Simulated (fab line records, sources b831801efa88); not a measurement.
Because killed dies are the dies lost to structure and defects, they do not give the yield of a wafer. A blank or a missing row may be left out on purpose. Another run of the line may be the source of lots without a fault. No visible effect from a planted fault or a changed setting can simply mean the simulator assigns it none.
Split-lot study || flow gf180mcu || 5 lots, 23 wafers read, on a route of 602 steps

## THE SPLIT
At GF_M3_COAT_09 (resist thk 1000 nm), the setting resist_thk_nm was moved away from the recipe's 1000 nm on 10 of the 23 wafers read, by -5.9% to +5.4%. This setting was run at the recipe's value on the other wafers.

## FROM THE SPLIT TO THE READING: what the file shows between them, 3 steps
- GF_M3_SOFTBAKE_10: time 60 s
- GF_M3_EXPOSE_11: exposes mask Metal3, target cd 280 nm
- GF_M3_METAL_ETCH_16: etches the open film in Cl2/BCl3, stops on SiO2, target depth 627.5 nm, time 104.6 s

## THE READING
oes_product_au, in a.u., at GF_M3_STRIP_17 (strips in O2/N2). Fault-free wafers of this fab line usually give 0.557 a.u., standard deviation 0.0045 a.u.

{"wafer": "L074.1", "tool, chamber at the split": "litho_track-01, 0", "resist_thk_nm as run, nm": 1000, "against the recipe": "recipe", "oes_product_au, a.u.": 0.566, "against lot-mates on the recipe": "-"}
{"wafer": "L074.2", "tool, chamber at the split": "litho_track-01, 0", "resist_thk_nm as run, nm": 1054, "against the recipe": "+5.4%", "oes_product_au, a.u.": 0.581, "against lot-mates on the recipe": "+0.020"}
{"wafer": "L074.3", "tool, chamber at the split": "litho_track-01, 0", "resist_thk_nm as run, nm": 1000, "against the recipe": "recipe", "oes_product_au, a.u.": 0.558, "against lot-mates on the recipe": "-"}
{"wafer": "L074.5", "tool, chamber at the split": "litho_track-01, 0", "resist_thk_nm as run, nm": 1054, "against the recipe": "+5.4%", "oes_product_au, a.u.": 0.585, "against lot-mates on the recipe": "+0.024"}
{"wafer": "L074.6", "tool, chamber at the split": "litho_track-01, 0", "resist_thk_nm as run, nm": 1000, "against the recipe": "recipe", "oes_product_au, a.u.": 0.559, "against lot-mates on the recipe": "-"}
{"wafer": "L075.2", "tool, chamber at the split": "litho_track-02, 0", "resist_thk_nm as run, nm": 1000, "against the recipe": "recipe", "oes_product_au, a.u.": 0.557, "against lot-mates on the recipe": "-"}
{"wafer": "L075.4", "tool, chamber at the split": "litho_track-02, 0", "resist_thk_nm as run, nm": 1000, "against the recipe": "recipe", "oes_product_au, a.u.": 0.558, "against lot-mates on the recipe": "-"}
{"wafer": "L075.5", "tool, chamber at the split": "litho_track-02, 0", "resist_thk_nm as run, nm": 1000, "against the recipe": "recipe", "oes_product_au, a.u.": 0.557, "against lot-mates on the recipe": "-"}
{"wafer": "L082.2", "tool, chamber at the split": "litho_track-01, 0", "resist_thk_nm as run, nm": 1000, "against the recipe": "recipe", "oes_product_au, a.u.": 0.557, "against lot-mates on the recipe": "-"}
{"wafer": "L082.3", "tool, chamber at the split": "litho_track-01, 0", "resist_thk_nm as run, nm": 1000, "against the recipe": "recipe", "oes_product_au, a.u.": 0.552, "against lot-mates on the recipe": "-"}
{"wafer": "L082.4", "tool, chamber at the split": "litho_track-01, 0", "resist_thk_nm as run, nm": 957.5, "against the recipe": "-4.2%", "oes_product_au, a.u.": 0.543, "against lot-mates on the recipe": -0.012}
{"wafer": "L082.5", "tool, chamber at the split": "litho_track-01, 0", "resist_thk_nm as run, nm": 957.5, "against the recipe": "-4.2%", "oes_product_au, a.u.": 0.532, "against lot-mates on the recipe": -0.023}
{"wafer": "L082.6", "tool, chamber at the split": "litho_track-01, 0", "resist_thk_nm as run, nm": 1000, "against the recipe": "recipe", "oes_product_au, a.u.": 0.557, "against lot-mates on the recipe": "-"}
{"wafer": "L083.1", "tool, chamber at the split": "litho_track-04, 0", "resist_thk_nm as run, nm": 1000, "against the recipe": "recipe", "oes_product_au, a.u.": 0.547, "against lot-mates on the recipe": "-"}
{"wafer": "L083.2", "tool, chamber at the split": "litho_track-04, 0", "resist_thk_nm as run, nm": 963.9, "against the recipe": "-3.6%", "oes_product_au, a.u.": 0.538, "against lot-mates on the recipe": -0.017}
{"wafer": "L083.3", "tool, chamber at the split": "litho_track-04, 0", "resist_thk_nm as run, nm": 963.9, "against the recipe": "-3.6%", "oes_product_au, a.u.": 0.544, "against lot-mates on the recipe": -0.011}
{"wafer": "L083.4", "tool, chamber at the split": "litho_track-04, 0", "resist_thk_nm as run, nm": 963.9, "against the recipe": "-3.6%", "oes_product_au, a.u.": 0.541, "against lot-mates on the recipe": -0.014}
{"wafer": "L083.5", "tool, chamber at the split": "litho_track-04, 0", "resist_thk_nm as run, nm": 1000, "against the recipe": "recipe", "oes_product_au, a.u.": 0.563, "against lot-mates on the recipe": "-"}
{"wafer": "L085.1", "tool, chamber at the split": "litho_track-02, 0", "resist_thk_nm as run, nm": 941.3, "against the recipe": "-5.9%", "oes_product_au, a.u.": 0.525, "against lot-mates on the recipe": -0.033}
{"wafer": "L085.2", "tool, chamber at the split": "litho_track-02, 0", "resist_thk_nm as run, nm": 1000, "against the recipe": "recipe", "oes_product_au, a.u.": 0.557, "against lot-mates on the recipe": "-"}
{"wafer": "L085.3", "tool, chamber at the split": "litho_track-02, 0", "resist_thk_nm as run, nm": 941.3, "against the recipe": "-5.9%", "oes_product_au, a.u.": 0.536, "against lot-mates on the recipe": -0.022}
{"wafer": "L085.5", "tool, chamber at the split": "litho_track-02, 0", "resist_thk_nm as run, nm": 1000, "against the recipe": "recipe", "oes_product_au, a.u.": 0.560, "against lot-mates on the recipe": "-"}
{"wafer": "L085.6", "tool, chamber at the split": "litho_track-02, 0", "resist_thk_nm as run, nm": 941.3, "against the recipe": "-5.9%", "oes_product_au, a.u.": 0.539, "against lot-mates on the recipe": -0.019}

THE FIT
A straight line over all 23 wafers: oes_product_au changes by +0.00446 a.u. for each +1% of resist_thk_nm; r = +0.95; the points scatter about the line by 0.0047 a.u.
The same after taking each lot's own level away (the mean of its wafers on the recipe; 23 wafers): +0.00415 a.u. for each +1%; r = +0.95; scatter 0.0043 a.u.
Per that fit: largest resist_thk_nm move, reading shift of 0.024 a.u.
Measured against the standard deviation above, the lots' own levels, which go from 0.5550 to 0.5610 a.u., span 1.3 times it.
Consequently the slope shifts little with the lot-to-lot level, the two slopes agreeing.
Check: -0.0228 a.u. against its lot-mates is what the line predicts for one of the wafers moved furthest among these (-5.9%) when that wafer is left out of the fit. Against them it came out at -0.0335 a.u.

## OTHER SPLITS APPLIED TO THESE WAFERS
Note: prior to the reading, these wafers also went through further splits. Each is held against what the fit with the lots' levels taken away leaves over:
{"other split on the same wafers": "GF_M1_SPUTTER_03 chamber_pressure_pa", "wafers away from the commonest value": 15, "r with oes_product_au (lot level and that fit taken away)": "+0.00"}
{"other split on the same wafers": "GF_M1_STRIP_17 power_w", "wafers away from the commonest value": 5, "r with oes_product_au (lot level and that fit taken away)": -0.23}
{"other split on the same wafers": "GF_V1_CVD_02 time_s", "wafers away from the commonest value": 5, "r with oes_product_au (lot level and that fit taken away)": "+0.13"}
{"other split on the same wafers": "GF_V1_COAT_09 resist_thk_nm", "wafers away from the commonest value": 8, "r with oes_product_au (lot level and that fit taken away)": "+0.07"}
{"other split on the same wafers": "GF_V2_CMP_04 leave_above_ref_nm", "wafers away from the commonest value": 7, "r with oes_product_au (lot level and that fit taken away)": -0.27}
{"other split on the same wafers": "GF_V2_ETCH_17 source_w", "wafers away from the commonest value": 6, "r with oes_product_au (lot level and that fit taken away)": "+0.07"}
{"other split on the same wafers": "GF_M3_SPUTTER_04 chamber_pressure_pa", "wafers away from the commonest value": 15, "r with oes_product_au (lot level and that fit taken away)": "+0.03"}

## THE WHOLE CHAIN: every reading that the file lists as answering this split, in the file's order
{"step": "GF_M3_COAT_09", "what it does": "resist thk 1000 nm", "reading": "KrF_of_M3_COAT_09.thk_nm (the simulator's own value, which no gauge read)", "change (the file's fit)": "+10.1 nm for each +1% of the setting", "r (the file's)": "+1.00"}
{"step": "GF_M3_STRIP_17", "what it does": "strips in O2/N2", "reading": "oes_product_au", "change (the file's fit)": "+0.00422 a.u. for each +1% of the setting", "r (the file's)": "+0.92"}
{"step": "GF_M3_STRIP_17", "what it does": "strips in O2/N2", "reading": "strip_time_to_endpoint_s", "change (the file's fit)": "withheld for each +1% of the setting", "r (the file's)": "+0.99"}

## FILE'S OWN FIT
oes_product_au changes by +0.00422 a.u. for each +1% of resist_thk_nm, r = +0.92.
